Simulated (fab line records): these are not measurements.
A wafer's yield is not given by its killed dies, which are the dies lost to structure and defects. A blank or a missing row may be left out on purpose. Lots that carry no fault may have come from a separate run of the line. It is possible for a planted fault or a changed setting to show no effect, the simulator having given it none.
Which tool did it? || flow sky130 || 13 lots with 39 wafers sampled at 6 steps, on a route of 708 steps

WHAT EACH GAUGE READ, for each wafer
SKY_LDD_HVN_OVL_MEAS_07. Usual: LDD_HVN_OVL typically reads -1.1 nm, with standard deviation 1.3.
{"lot": "L496", "measured": "day 19 16:04", "on": "overlay-02", "LDD_HVN_OVL (nm)": "-2.4 -2.3 -3.7", "flag": ""}
{"lot": "L497", "measured": "day 20 14:37", "on": "overlay-01", "LDD_HVN_OVL (nm)": "-1.3 1.3 -0.3", "flag": ""}
{"lot": "L498", "measured": "day 20 17:00", "on": "overlay-02", "LDD_HVN_OVL (nm)": "0.0 -0.7 1.3", "flag": ""}
{"lot": "L499", "measured": "day 21 23:25", "on": "overlay-02", "LDD_HVN_OVL (nm)": "-2.2 -1.7 -2.3", "flag": ""}
{"lot": "L501", "measured": "day 23 01:34", "on": "overlay-02", "LDD_HVN_OVL (nm)": "-1.5 -0.3 -3.6", "flag": ""}
{"lot": "L503", "measured": "day 23 01:17", "on": "overlay-02", "LDD_HVN_OVL (nm)": "-1.2 -1.5 -1.6", "flag": ""}
{"lot": "L509", "measured": "day 25 03:43", "on": "overlay-02", "LDD_HVN_OVL (nm)": "-3.8 -1.8 -2.8", "flag": ""}
{"lot": "L510", "measured": "day 25 11:17", "on": "overlay-02", "LDD_HVN_OVL (nm)": "-2.3 0.9 0.7", "flag": ""}
{"lot": "L511", "measured": "day 25 21:06", "on": "overlay-01", "LDD_HVN_OVL (nm)": "0.1 0.3 0.5", "flag": ""}
{"lot": "L512", "measured": "day 26 02:10", "on": "overlay-02", "LDD_HVN_OVL (nm)": "-0.1 -1.8 -2.3", "flag": ""}
{"lot": "L513", "measured": "day 26 12:17", "on": "overlay-01", "LDD_HVN_OVL (nm)": "-0.1 -1.4 -0.4", "flag": ""}
{"lot": "L516", "measured": "day 27 14:41", "on": "overlay-02", "LDD_HVN_OVL (nm)": "0.4 -2.6 0.8", "flag": ""}
{"lot": "L519", "measured": "day 28 08:22", "on": "overlay-02", "LDD_HVN_OVL (nm)": "-1.9 -1.2 -3.0", "flag": ""}

SKY_LDD_HVP_OVL_MEAS_07. Usual: LDD_HVP_OVL typically reads -1.9 nm, with standard deviation 1.3.
{"lot": "L496", "measured": "day 20 22:40", "on": "overlay-01", "LDD_HVP_OVL (nm)": "-1.2 -1.0 -2.4", "flag": ""}
{"lot": "L497", "measured": "day 22 00:32", "on": "overlay-01", "LDD_HVP_OVL (nm)": "-1.6 1.3 -1.3", "flag": ""}
{"lot": "L498", "measured": "day 22 00:40", "on": "overlay-02", "LDD_HVP_OVL (nm)": "-2.9 -3.5 -2.9", "flag": ""}
{"lot": "L499", "measured": "day 23 05:43", "on": "overlay-01", "LDD_HVP_OVL (nm)": "- - -", "flag": "OFF"}
{"lot": "L501", "measured": "day 24 08:09", "on": "overlay-01", "LDD_HVP_OVL (nm)": "-1.2 -1.1 -1.6", "flag": ""}
{"lot": "L503", "measured": "day 24 07:20", "on": "overlay-01", "LDD_HVP_OVL (nm)": "-1.9 -3.2 -3.3", "flag": ""}
{"lot": "L509", "measured": "day 26 09:45", "on": "overlay-01", "LDD_HVP_OVL (nm)": "-2.0 -0.5 -0.5", "flag": ""}
{"lot": "L510", "measured": "day 26 16:22", "on": "overlay-02", "LDD_HVP_OVL (nm)": "-0.8 -3.4 -1.4", "flag": ""}
{"lot": "L511", "measured": "day 27 01:52", "on": "overlay-02", "LDD_HVP_OVL (nm)": "-1.1 -1.3 -2.8", "flag": ""}
{"lot": "L512", "measured": "day 27 06:49", "on": "overlay-01", "LDD_HVP_OVL (nm)": "-1.9 -4.2 -0.2", "flag": ""}
{"lot": "L513", "measured": "day 27 17:27", "on": "overlay-01", "LDD_HVP_OVL (nm)": "-2.2 0.3 -2.4", "flag": ""}
{"lot": "L516", "measured": "day 28 19:10", "on": "overlay-02", "LDD_HVP_OVL (nm)": "-4.8 -5.5 -2.7", "flag": ""}
{"lot": "L519", "measured": "day 29 12:46", "on": "overlay-02", "LDD_HVP_OVL (nm)": "-3.2 -2.3 -1.2", "flag": ""}

SKY_LDD_HVP_TW_MEAS_10. Usual: LDD_HVP_TW typically reads 459, with standard deviation 4.7.
{"lot": "L496", "measured": "day 20 22:57", "on": "filmMetro-01", "LDD_HVP_TW": "458 458 454", "flag": ""}
{"lot": "L497", "measured": "day 22 00:49", "on": "filmMetro-01", "LDD_HVP_TW": "455 453 456", "flag": ""}
{"lot": "L498", "measured": "day 22 00:56", "on": "filmMetro-04", "LDD_HVP_TW": "465 464 466", "flag": ""}
{"lot": "L499", "measured": "day 23 06:00", "on": "filmMetro-02", "LDD_HVP_TW": "30 30 30", "flag": "OFF"}
{"lot": "L501", "measured": "day 24 08:26", "on": "filmMetro-02", "LDD_HVP_TW": "460 460 460", "flag": ""}
{"lot": "L503", "measured": "day 24 07:38", "on": "filmMetro-04", "LDD_HVP_TW": "465 465 466", "flag": ""}
{"lot": "L509", "measured": "day 26 10:02", "on": "filmMetro-04", "LDD_HVP_TW": "465 463 463", "flag": ""}
{"lot": "L510", "measured": "day 26 16:39", "on": "filmMetro-02", "LDD_HVP_TW": "455 456 459", "flag": ""}
{"lot": "L511", "measured": "day 27 02:09", "on": "filmMetro-04", "LDD_HVP_TW": "468 465 468", "flag": ""}
{"lot": "L512", "measured": "day 27 07:06", "on": "filmMetro-01", "LDD_HVP_TW": "452 450 454", "flag": ""}
{"lot": "L513", "measured": "day 27 17:44", "on": "filmMetro-02", "LDD_HVP_TW": "463 460 459", "flag": ""}
{"lot": "L516", "measured": "day 28 19:28", "on": "filmMetro-04", "LDD_HVP_TW": "465 462 465", "flag": ""}
{"lot": "L519", "measured": "day 29 13:03", "on": "filmMetro-04", "LDD_HVP_TW": "466 466 466", "flag": ""}

TOOL THAT RAN EACH LOT (tool first, then ch and the chambers of the sampled wafers, then the start)
{"lot": "L496", "SKY_GATE_OXIDE_STRIP_13": "plasmaAsher-01 ch 0,1, day 13 10:46", "SKY_LDD_HVN_STRIP_09": "plasmaAsher-02 ch 0,1, day 19 16:14", "SKY_LDD_HVP_EXPOSE_04": "ilineStepper-01 ch 0, day 20 08:12"}
{"lot": "L497", "SKY_GATE_OXIDE_STRIP_13": "plasmaAsher-01 ch 1, day 13 22:27", "SKY_LDD_HVN_STRIP_09": "plasmaAsher-02 ch 0, day 20 14:47", "SKY_LDD_HVP_EXPOSE_04": "ilineStepper-02 ch 0, day 21 09:17"}
{"lot": "L498", "SKY_GATE_OXIDE_STRIP_13": "plasmaAsher-01 ch 0,1, day 14 05:52", "SKY_LDD_HVN_STRIP_09": "plasmaAsher-02 ch 0,1, day 20 17:11", "SKY_LDD_HVP_EXPOSE_04": "ilineStepper-02 ch 0, day 21 09:24"}
{"lot": "L499", "SKY_GATE_OXIDE_STRIP_13": "plasmaAsher-01 ch 0,1, day 15 03:39", "SKY_LDD_HVN_STRIP_09": "plasmaAsher-02 ch 0,1, day 21 23:38", "SKY_LDD_HVP_EXPOSE_04": "ilineStepper-01 ch 0, day 22 14:28"}
{"lot": "L501", "SKY_GATE_OXIDE_STRIP_13": "plasmaAsher-03 ch 0, day 16 03:49", "SKY_LDD_HVN_STRIP_09": "plasmaAsher-03 ch 1, day 23 01:46", "SKY_LDD_HVP_EXPOSE_04": "ilineStepper-01 ch 0, day 23 17:11"}
{"lot": "L503", "SKY_GATE_OXIDE_STRIP_13": "plasmaAsher-01 ch 0,1, day 16 04:03", "SKY_LDD_HVN_STRIP_09": "plasmaAsher-02 ch 0,1, day 23 01:29", "SKY_LDD_HVP_EXPOSE_04": "ilineStepper-01 ch 0, day 23 16:31"}
{"lot": "L509", "SKY_GATE_OXIDE_STRIP_13": "plasmaAsher-01 ch 0,1, day 18 09:55", "SKY_LDD_HVN_STRIP_09": "plasmaAsher-02 ch 1, day 25 03:55", "SKY_LDD_HVP_EXPOSE_04": "ilineStepper-02 ch 0, day 25 19:07"}
{"lot": "L510", "SKY_GATE_OXIDE_STRIP_13": "plasmaAsher-01 ch 0,1, day 18 16:39", "SKY_LDD_HVN_STRIP_09": "plasmaAsher-04 ch 0,1, day 25 11:29", "SKY_LDD_HVP_EXPOSE_04": "ilineStepper-01 ch 0, day 26 02:07"}
{"lot": "L511", "SKY_GATE_OXIDE_STRIP_13": "plasmaAsher-01 ch 0,1, day 19 01:40", "SKY_LDD_HVN_STRIP_09": "plasmaAsher-03 ch 0,1, day 25 21:17", "SKY_LDD_HVP_EXPOSE_04": "ilineStepper-02 ch 0, day 26 11:44"}
{"lot": "L512", "SKY_GATE_OXIDE_STRIP_13": "plasmaAsher-02 ch 0,1, day 19 12:39", "SKY_LDD_HVN_STRIP_09": "plasmaAsher-02 ch 0,1, day 26 02:20", "SKY_LDD_HVP_EXPOSE_04": "ilineStepper-02 ch 0, day 26 16:58"}
{"lot": "L513", "SKY_GATE_OXIDE_STRIP_13": "plasmaAsher-03 ch 1, day 19 20:27", "SKY_LDD_HVN_STRIP_09": "plasmaAsher-04 ch 0,1, day 26 12:28", "SKY_LDD_HVP_EXPOSE_04": "ilineStepper-01 ch 0, day 27 03:13"}
{"lot": "L516", "SKY_GATE_OXIDE_STRIP_13": "plasmaAsher-03 ch 0,1, day 20 23:36", "SKY_LDD_HVN_STRIP_09": "plasmaAsher-02 ch 0,1, day 27 14:53", "SKY_LDD_HVP_EXPOSE_04": "ilineStepper-01 ch 0, day 28 05:12"}
{"lot": "L519", "SKY_GATE_OXIDE_STRIP_13": "plasmaAsher-01 ch 0,1, day 21 21:34", "SKY_LDD_HVN_STRIP_09": "plasmaAsher-03 ch 0,1, day 28 08:32", "SKY_LDD_HVP_EXPOSE_04": "ilineStepper-02 ch 0, day 28 23:00"}
- SKY_GATE_OXIDE_STRIP_13: strips in O2/N2.
- SKY_LDD_HVN_STRIP_09: strips in O2/N2.
- SKY_LDD_HVP_EXPOSE_04: exposes mask HVPTM, target cd 700 nm.

WHAT THE TOOLS THEMSELVES READ (means of the sampled wafers that have a number; where no wafer has one, the mark that the record gives instead)
SKY_GATE_OXIDE_STRIP_13. Usual: drypumpMotorCurrentA 5.7 A, standard deviation 0.51; n2FlowSccm 300.0 sccm, standard deviation 0.81; oesProductAu 0.716 a.u., standard deviation 0.0048; stripTimeToEndpointS 14.23 s, standard deviation 0.04.
{"lot": "L496", "tool": "plasmaAsher-01", "drypumpMotorCurrentA (A)": 5.9, "n2FlowSccm (sccm)": 300.5, "oesProductAu (a.u.)": 0.714, "stripTimeToEndpointS (s)": 14.21, "flag": ""}
{"lot": "L497", "tool": "plasmaAsher-01", "drypumpMotorCurrentA (A)": 6.3, "n2FlowSccm (sccm)": 300.1, "oesProductAu (a.u.)": 0.719, "stripTimeToEndpointS (s)": 14.16, "flag": ""}
{"lot": "L498", "tool": "plasmaAsher-01", "drypumpMotorCurrentA (A)": 5.5, "n2FlowSccm (sccm)": 300.0, "oesProductAu (a.u.)": 0.715, "stripTimeToEndpointS (s)": 14.15, "flag": ""}
{"lot": "L499", "tool": "plasmaAsher-01", "drypumpMotorCurrentA (A)": 5.9, "n2FlowSccm (sccm)": 299.8, "oesProductAu (a.u.)": 0.721, "stripTimeToEndpointS (s)": 14.19, "flag": ""}
{"lot": "L501", "tool": "plasmaAsher-03", "drypumpMotorCurrentA (A)": 4.9, "n2FlowSccm (sccm)": 300.0, "oesProductAu (a.u.)": 0.712, "stripTimeToEndpointS (s)": 14.24, "flag": ""}
{"lot": "L503", "tool": "plasmaAsher-01", "drypumpMotorCurrentA (A)": 5.9, "n2FlowSccm (sccm)": 300.3, "oesProductAu (a.u.)": 0.718, "stripTimeToEndpointS (s)": 14.22, "flag": ""}
{"lot": "L509", "tool": "plasmaAsher-01", "drypumpMotorCurrentA (A)": 5.5, "n2FlowSccm (sccm)": 300.2, "oesProductAu (a.u.)": 0.722, "stripTimeToEndpointS (s)": 14.26, "flag": ""}
{"lot": "L510", "tool": "plasmaAsher-01", "drypumpMotorCurrentA (A)": 5.9, "n2FlowSccm (sccm)": 299.8, "oesProductAu (a.u.)": 0.714, "stripTimeToEndpointS (s)": 14.23, "flag": ""}
{"lot": "L511", "tool": "plasmaAsher-01", "drypumpMotorCurrentA (A)": 5.9, "n2FlowSccm (sccm)": 299.5, "oesProductAu (a.u.)": 0.715, "stripTimeToEndpointS (s)": 14.23, "flag": ""}
{"lot": "L512", "tool": "plasmaAsher-02", "drypumpMotorCurrentA (A)": 5.9, "n2FlowSccm (sccm)": 299.0, "oesProductAu (a.u.)": 0.714, "stripTimeToEndpointS (s)": 14.28, "flag": ""}
{"lot": "L513", "tool": "plasmaAsher-03", "drypumpMotorCurrentA (A)": 5.8, "n2FlowSccm (sccm)": 300.4, "oesProductAu (a.u.)": 0.715, "stripTimeToEndpointS (s)": 14.22, "flag": ""}
{"lot": "L516", "tool": "plasmaAsher-03", "drypumpMotorCurrentA (A)": 5.1, "n2FlowSccm (sccm)": 300.3, "oesProductAu (a.u.)": 0.715, "stripTimeToEndpointS (s)": 14.17, "flag": ""}
{"lot": "L519", "tool": "plasmaAsher-01", "drypumpMotorCurrentA (A)": 5.5, "n2FlowSccm (sccm)": 300.3, "oesProductAu (a.u.)": 0.718, "stripTimeToEndpointS (s)": 14.26, "flag": ""}

SKY_LDD_HVN_STRIP_09. Usual: drypumpMotorCurrentA 5.7 A, standard deviation 0.49; n2FlowSccm 300.0 sccm, standard deviation 0.93; oesProductAu 0.408 a.u., standard deviation 0.0045; stripTimeToEndpointS 4.135 s, standard deviation 0.016.
{"lot": "L496", "tool": "plasmaAsher-02", "drypumpMotorCurrentA (A)": 5.9, "n2FlowSccm (sccm)": 299.1, "oesProductAu (a.u.)": 0.404, "stripTimeToEndpointS (s)": 4.131, "flag": ""}
{"lot": "L497", "tool": "plasmaAsher-02", "drypumpMotorCurrentA (A)": 6.0, "n2FlowSccm (sccm)": 300.8, "oesProductAu (a.u.)": 0.410, "stripTimeToEndpointS (s)": 4.157, "flag": ""}
{"lot": "L498", "tool": "plasmaAsher-02", "drypumpMotorCurrentA (A)": 5.9, "n2FlowSccm (sccm)": 300.4, "oesProductAu (a.u.)": 0.402, "stripTimeToEndpointS (s)": 4.123, "flag": ""}
{"lot": "L499", "tool": "plasmaAsher-02", "drypumpMotorCurrentA (A)": 5.9, "n2FlowSccm (sccm)": 300.2, "oesProductAu (a.u.)": 0.408, "stripTimeToEndpointS (s)": 4.130, "flag": ""}
{"lot": "L501", "tool": "plasmaAsher-03", "drypumpMotorCurrentA (A)": 5.8, "n2FlowSccm (sccm)": 300.7, "oesProductAu (a.u.)": 0.406, "stripTimeToEndpointS (s)": 4.099, "flag": ""}
{"lot": "L503", "tool": "plasmaAsher-02", "drypumpMotorCurrentA (A)": 5.9, "n2FlowSccm (sccm)": 300.6, "oesProductAu (a.u.)": 0.411, "stripTimeToEndpointS (s)": 4.130, "flag": ""}
{"lot": "L509", "tool": "plasmaAsher-02", "drypumpMotorCurrentA (A)": 5.8, "n2FlowSccm (sccm)": 300.5, "oesProductAu (a.u.)": 0.406, "stripTimeToEndpointS (s)": 4.152, "flag": ""}
{"lot": "L510", "tool": "plasmaAsher-04", "drypumpMotorCurrentA (A)": 5.7, "n2FlowSccm (sccm)": 300.1, "oesProductAu (a.u.)": 0.410, "stripTimeToEndpointS (s)": 4.125, "flag": ""}
{"lot": "L511", "tool": "plasmaAsher-03", "drypumpMotorCurrentA (A)": 5.1, "n2FlowSccm (sccm)": 299.6, "oesProductAu (a.u.)": 0.410, "stripTimeToEndpointS (s)": 4.119, "flag": ""}
{"lot": "L512", "tool": "plasmaAsher-02", "drypumpMotorCurrentA (A)": 5.9, "n2FlowSccm (sccm)": 300.2, "oesProductAu (a.u.)": 0.406, "stripTimeToEndpointS (s)": 4.130, "flag": ""}
{"lot": "L513", "tool": "plasmaAsher-04", "drypumpMotorCurrentA (A)": 5.3, "n2FlowSccm (sccm)": 300.1, "oesProductAu (a.u.)": 0.408, "stripTimeToEndpointS (s)": 4.140, "flag": ""}
{"lot": "L516", "tool": "plasmaAsher-02", "drypumpMotorCurrentA (A)": 5.9, "n2FlowSccm (sccm)": 299.4, "oesProductAu (a.u.)": 0.411, "stripTimeToEndpointS (s)": 4.156, "flag": ""}
{"lot": "L519", "tool": "plasmaAsher-03", "drypumpMotorCurrentA (A)": 5.2, "n2FlowSccm (sccm)": 300.6, "oesProductAu (a.u.)": 0.406, "stripTimeToEndpointS (s)": 4.147, "flag": ""}

THE ANSWER, worked out from the rows above alone
Rule: lot off if the mean of its wafers having a number is beyond 3 standard deviations from the usual mean. Also off: a lot with no number at a reading for which 4 or more lots have one. Any other lot the step has rows for is counted as sound. The gauges are gone through in route order, then the tools' own readings, and for those a lot's mean is taken as printed above. At the first step where some lot is off, the reading lying furthest off is the one used; lots without a number count as furthest.
Off: L499, seen at SKY_LDD_HVP_OVL_MEAS_07 (LDD_HVP_OVL). Without a number there: L499.
If a tool, at a process step before that reading, ran all the lots that are off and no sound lot after the first of them, it fits. The gauges at SKY_LDD_HVP_OVL_MEAS_07 aren't tried: what is off there is off at SKY_LDD_HVP_TW_MEAS_10 too, on other tools, and a gauge's error can't cause that. No candidate that was tried fits.

WHAT HAD BEEN PUT IN BY THE SIMULATOR
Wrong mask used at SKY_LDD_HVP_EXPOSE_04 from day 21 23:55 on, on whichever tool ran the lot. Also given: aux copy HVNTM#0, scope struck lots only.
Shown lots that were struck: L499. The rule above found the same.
